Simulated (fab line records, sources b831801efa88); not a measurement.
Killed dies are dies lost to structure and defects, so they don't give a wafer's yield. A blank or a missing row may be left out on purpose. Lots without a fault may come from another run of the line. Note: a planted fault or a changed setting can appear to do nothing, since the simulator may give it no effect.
Which tool was responsible?    flow gf180mcu    13 lots, 39 wafers sampled, at 5 steps of a route of 602

WHAT THE GAUGES SHOWED, per wafer
GF_M4_RS_MEAS_05: uses a four-point probe to measure. Usual: for M4_ALCU_RS the level is 0.0693 ohm/sq and the standard deviation is 0.00067.
lot   measured      on             M4_ALCU_RS (ohm/sq)   flag
L448  day 22 04:40  film-metro-04  0.0686 0.0690 0.0685  
L449  day 22 15:56  film-metro-04  0.0697 0.0693 0.0698  
L450  day 23 10:45  film-metro-01  0.0689 0.0695 0.0687  
L451  day 23 20:32  film-metro-04  0.0694 0.0701 0.0695  
L452  day 23 23:05  film-metro-04  0.0703 0.0694 0.0700  
L453  day 24 21:24  film-metro-03  0.0692 0.0699 0.0697  
L457  day 25 12:28  film-metro-03  0.0697 0.0686 0.0687  
L461  day 26 21:02  film-metro-01  0.0703 0.0693 0.0691  
L462  day 27 05:32  film-metro-04  0.0685 0.0682 0.0684  
L464  day 27 12:20  film-metro-04  0.0692 0.0680 0.0690  
L469  day 29 05:59  film-metro-04  0.0684 0.0692 0.0680  
L470  day 29 13:34  film-metro-03  0.0691 0.0703 0.0705  
L471  day 29 15:14  film-metro-01  0.0699 0.0697 0.0696  

GF_MIM_THK_MEAS_06. Usual: for MIM_CVD_05_THK the level is 42.0 nm and the standard deviation is 0.56.
lot   measured      on             MIM_CVD_05_THK (nm)  flag
L448  day 24 05:54  film-metro-02  41.5 41.5 42.5       
L449  day 24 16:01  film-metro-02  41.4 41.7 41.5       
L450  day 25 09:44  film-metro-03  41.8 42.8 42.2       
L451  day 25 18:58  film-metro-04  42.1 42.9 42.3       
L452  day 25 21:22  film-metro-03  41.6 41.7 42.6       
L453  day 26 18:17  film-metro-03  41.8 41.8 42.7       
L457  day 27 08:53  film-metro-03  43.1 42.5 42.4       
L461  day 28 16:10  film-metro-02  41.7 25.7 42.4       OFF
L462  day 29 00:28  film-metro-03  25.2 41.8 41.6       OFF
L464  day 29 06:23  film-metro-04  42.0 42.3 43.2       
L469  day 30 22:18  film-metro-03  41.6 42.2 42.3       
L470  day 31 05:55  film-metro-04  40.6 42.0 42.1       
L471  day 31 07:25  film-metro-02  42.2 42.1 42.4       

GF_MIM_RS_MEAS_10: uses a four-point probe to measure. Usual: for MIM_ALCU_RS the level is 0.1595 ohm/sq and the standard deviation is 0.0021.
lot   measured      on             MIM_ALCU_RS (ohm/sq)  flag
L448  day 24 06:04  film-metro-03  0.1601 0.1575 0.1602  
L449  day 24 16:11  film-metro-04  0.1595 0.1614 0.1601  
L450  day 25 09:55  film-metro-04  0.1661 0.1612 0.1647  
L451  day 25 19:07  film-metro-03  0.1606 0.1601 0.1606  
L452  day 25 21:32  film-metro-04  0.1586 0.1580 0.1592  
L453  day 26 18:27  film-metro-04  0.1576 0.1570 0.1574  
L457  day 27 09:05  film-metro-04  0.1606 0.1599 0.1571  
L461  day 28 16:19  film-metro-02  0.1602 0.1583 0.1609  
L462  day 29 00:38  film-metro-03  0.1629 0.1612 0.1599  
L464  day 29 06:32  film-metro-03  0.1622 0.1603 0.1610  
L469  day 30 22:28  film-metro-02  0.1581 0.1599 0.1603  
L470  day 31 06:04  film-metro-04  0.1597 0.1579 0.1589  
L471  day 31 07:34  film-metro-04  0.1619 0.1598 0.1608  

WHICH TOOL RAN EACH LOT (tool, then ch and the chambers of the sampled wafers, then the start)
lot   GF_MIM_CVD_05                    GF_MIM_SPUTTER_08
L448  pecvd-04 ch 0,1,2, day 24 05:52  pvd-sputter-04, day 24 06:00
L449  pecvd-01 ch 0,1, day 24 15:59    pvd-sputter-04, day 24 16:07
L450  pecvd-03 ch 0,2, day 25 09:41    pvd-sputter-01, day 25 09:49
L451  pecvd-04 ch 0,1,2, day 25 18:56  pvd-sputter-04, day 25 19:04
L452  pecvd-03 ch 1,2, day 25 21:19    pvd-sputter-04, day 25 21:28
L453  pecvd-04 ch 1,2, day 26 18:16    pvd-sputter-04, day 26 18:24
L457  pecvd-01 ch 0,1,2, day 27 08:50  pvd-sputter-04, day 27 08:58
L461  pecvd-01 ch 0,2, day 28 16:07    pvd-sputter-04, day 28 16:16
L462  pecvd-01 ch 0,1,2, day 29 00:26  pvd-sputter-01, day 29 00:34
L464  pecvd-04 ch 1,2, day 29 06:21    pvd-sputter-01, day 29 06:29
L469  pecvd-04 ch 0,1,2, day 30 22:16  pvd-sputter-03, day 30 22:25
L470  pecvd-03 ch 0,2, day 31 05:53    pvd-sputter-04, day 31 06:01
L471  pecvd-04 ch 0,1,2, day 31 07:23  pvd-sputter-04, day 31 07:31
- GF_MIM_CVD_05: deposits Si3N4, target thk 42 nm, time 29.086 s.
- GF_MIM_SPUTTER_08: material AlCu, target thk 200 nm, time 10.6 s.

WHAT THE TOOLS THEMSELVES READ (means of the sampled wafers that have a number; where no wafer has one, the mark that the record gives instead)
GF_MIM_CVD_05. Usual: heater-power-w reads 660 W (standard deviation 130).
lot   tool      heater-power-w (W)  flag
L448  pecvd-04  629                 
L449  pecvd-01  626                 
L450  pecvd-03  603                 
L451  pecvd-04  655                 
L452  pecvd-03  780                 
L453  pecvd-04  612                 
L457  pecvd-01  652                 
L461  pecvd-01  562                 
L462  pecvd-01  649                 
L464  pecvd-04  575                 
L469  pecvd-04  670                 
L470  pecvd-03  641                 
L471  pecvd-04  671                 

GF_MIM_SPUTTER_08. Usual: cathode-dc-power-W 10600 W, standard deviation 1.8; throttle-valve-pct 29.8 %, standard deviation 0.93.
lot   tool            cathode-dc-power-W (W)  throttle-valve-pct (%)  flag
L448  pvd-sputter-04  10599                   29.5                    
L449  pvd-sputter-04  10598                   29.0                    
L450  pvd-sputter-01  10601                   28.9                    
L451  pvd-sputter-04  10602                   30.0                    
L452  pvd-sputter-04  10600                   30.5                    
L453  pvd-sputter-04  10600                   30.1                    
L457  pvd-sputter-04  10599                   28.6                    
L461  pvd-sputter-04  10601                   30.1                    
L462  pvd-sputter-01  10600                   29.6                    
L464  pvd-sputter-01  10599                   30.2                    
L469  pvd-sputter-03  10599                   29.7                    
L470  pvd-sputter-04  10600                   29.2                    
L471  pvd-sputter-04  10601                   29.8                    

THE ANSWER, worked out from the rows above alone
Rule: take the mean of a lot's wafers that have a number; if it is more than 3 standard deviations from the usual mean, the lot is off. Also off: a lot with no number at a reading for which 4 or more lots have one. All remaining lots with rows at the step are treated as sound. After the gauges, taken in route order, come the tools' own readings; for these a lot's mean is taken, as printed above. The first step at which some lot is off is used, and at that step the reading that is off furthest; a lot without a number counts as furthest.
Off: L461, L462, at GF_MIM_THK_MEAS_06 (MIM_CVD_05_THK).
If a tool, at a process step before that reading, ran all the lots that are off and no sound lot after the first of them, it fits. The gauges at GF_MIM_THK_MEAS_06 are tried like those tools. One fits: pecvd-01 at GF_MIM_CVD_05. A fault onset in the window from L457 (day 27 08:50, its last sound lot) to L461 (day 28 16:07, its first lot off) fits.

WHAT THE SIMULATOR HAD PUT IN
pecvd-01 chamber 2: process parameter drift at GF_MIM_CVD_05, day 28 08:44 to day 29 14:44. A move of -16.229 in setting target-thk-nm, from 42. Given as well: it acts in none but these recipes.
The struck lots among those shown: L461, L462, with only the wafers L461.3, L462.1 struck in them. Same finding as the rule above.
